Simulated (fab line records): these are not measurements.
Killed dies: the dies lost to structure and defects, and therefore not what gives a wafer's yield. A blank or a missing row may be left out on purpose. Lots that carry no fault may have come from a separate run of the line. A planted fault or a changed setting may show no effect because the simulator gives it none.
2 desks looking at one fault :: flow sky130 :: only its own numbers are on each desk; what lay behind them is given at the end

FOR THE TOOL OWNER'S DESK: pvd-sputter-02
The tool's own readings at SKY_METAL4_SPUTTER_03 (material Ti, target thk 5 nm, time 3.3 s): means of the sampled wafers that have a number, for each lot that ran on this tool. Any lot whose mean is over 4 standard deviations away from the usual mean is out of limits and marked OUT; that distance is given in the brackets.
Columns: A = chamber-pressure-pa at SKY_METAL4_SPUTTER_03, usual 0.4000 Pa; B = throttle-valve-pct at SKY_METAL4_SPUTTER_03, usual 29.9 %
lot: L501
first seen here: day 40 23:02
A: 0.3995
B: 30.3

lot: L506
first seen here: day 42 11:29
A: 0.4001
B: 30.0

lot: L507
first seen here: day 42 15:39
A: 0.3997
B: 29.6

lot: L516
first seen here: day 45 01:23
A: 0.3992
B: 29.1

lot: L519
first seen here: day 45 22:40
A: 0.3993
B: 29.6
This desk's verdict: no lot among the 5 shows anything out of limits.

AT THE METROLOGY DESK
Lot by lot, what the gauges showed, no matter which tool ran the lot: averages of those sampled wafers that carry a number. Any lot whose mean is over 4 standard deviations away from the usual mean is out of limits and marked OUT; that distance is given in the brackets.
Columns: A = PASSIVATION_CVD_02_THK at SKY_PASSIVATION_THK_MEAS_03, usual 537 nm
lot: L497
first seen here: day 43 10:59
A: 532

lot: L499
first seen here: day 44 07:54
A: 540

lot: L500
first seen here: day 44 18:29
A: 528

lot: L501
first seen here: day 45 00:21
A: 535

lot: L505
first seen here: day 45 22:53
A: 541

lot: L506
first seen here: day 46 09:08
A: 544

lot: L507
first seen here: day 46 12:34
A: 530

lot: L512
first seen here: day 47 22:29
A: 550

lot: L515
first seen here: day 48 08:19
A: 532

lot: L516
first seen here: day 48 14:41
A: 541

lot: L517
first seen here: day 48 22:07
A: 541

lot: L519
first seen here: day 49 07:55
A: 541
This desk's verdict: no lot among the 12 shows anything out of limits.

BROUGHT TOGETHER
The desk of the tool owner found nothing out of limits.
Metrology desk: nothing out of limits seen.

WHAT THE SIMULATOR HAD INSERTED
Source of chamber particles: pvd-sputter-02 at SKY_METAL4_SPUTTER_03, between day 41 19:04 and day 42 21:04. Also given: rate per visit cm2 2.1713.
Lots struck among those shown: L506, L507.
